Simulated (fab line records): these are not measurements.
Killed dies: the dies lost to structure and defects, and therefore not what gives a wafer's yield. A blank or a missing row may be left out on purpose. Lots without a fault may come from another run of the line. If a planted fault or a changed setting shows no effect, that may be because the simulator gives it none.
Chamber matching / flow gf180mcu / 4 sister chambers for GF_V5_CMP_26 on cmp-02
The step polishes, stops on SiO2, t overpolish 15 s, target thk 0 nm. 8 wafers are shown with their chamber, then 8 later ones without.

WAFERS, EACH WITH ITS CHAMBER
wafer=L745.2; chamber=3; motorCurrentA (A)=11.4; timeToEndpointS (s)=83.4
wafer=L745.4; chamber=1; motorCurrentA (A)=12.3; timeToEndpointS (s)=84.5
wafer=L747.5; chamber=1; motorCurrentA (A)=11.5; timeToEndpointS (s)=86.0
wafer=L748.5; chamber=3; motorCurrentA (A)=11.6; timeToEndpointS (s)=85.1
wafer=L753.2; chamber=0; motorCurrentA (A)=10.0; timeToEndpointS (s)=85.2
wafer=L753.4; chamber=2; motorCurrentA (A)=9.7; timeToEndpointS (s)=82.4
wafer=L753.6; chamber=0; motorCurrentA (A)=10.2; timeToEndpointS (s)=81.8
wafer=L764.1; chamber=2; motorCurrentA (A)=10.0; timeToEndpointS (s)=87.7

WAFERS MISSING THEIR CHAMBER
wafer=L764.2; motorCurrentA (A)=11.6; timeToEndpointS (s)=85.1
wafer=L764.5; motorCurrentA (A)=10.0; timeToEndpointS (s)=86.5
wafer=L765.1; motorCurrentA (A)=11.2; timeToEndpointS (s)=89.3
wafer=L765.3; motorCurrentA (A)=12.1; timeToEndpointS (s)=87.8
wafer=L765.4; motorCurrentA (A)=9.9; timeToEndpointS (s)=87.0
wafer=L766.1; motorCurrentA (A)=11.2; timeToEndpointS (s)=85.7
wafer=L766.4; motorCurrentA (A)=10.2; timeToEndpointS (s)=86.0
wafer=L766.5; motorCurrentA (A)=9.6; timeToEndpointS (s)=83.6

THE CHAMBER EACH PASSED THROUGH
wafer=L764.2; from the rows above=can't be placed: 3 or 1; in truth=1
wafer=L764.5; from the rows above=can't be placed: 2 or 0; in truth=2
wafer=L765.1; from the rows above=can't be placed: 3 or 1 or 0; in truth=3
wafer=L765.3; from the rows above=can't be placed: 1 or 3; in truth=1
wafer=L765.4; from the rows above=can't be placed: 2 or 0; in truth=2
wafer=L766.1; from the rows above=can't be placed: 3 or 1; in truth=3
wafer=L766.4; from the rows above=can't be placed: 0 or 2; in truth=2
wafer=L766.5; from the rows above=can't be placed: 2 or 0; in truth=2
Correctly placed: 0 of 8. From these rows, 8 cannot be placed; in 8 the true chamber is one of the candidates. 0 placed wrongly.
How it was worked out, from the rows above alone: a wafer's distance from a chamber is the root of the sum, over the readings, of the square of ((its reading less the chamber's mean) divided by the reading's scatter). The wafer belongs to the nearest chamber; if the next one is less than 2 further off, it can't be placed. Each chamber's mean is taken over the wafers shown for it. The scatter: the root of (the sum of the squares of (reading less its chamber's mean) over the shown wafers, divided by (wafers less chambers)).
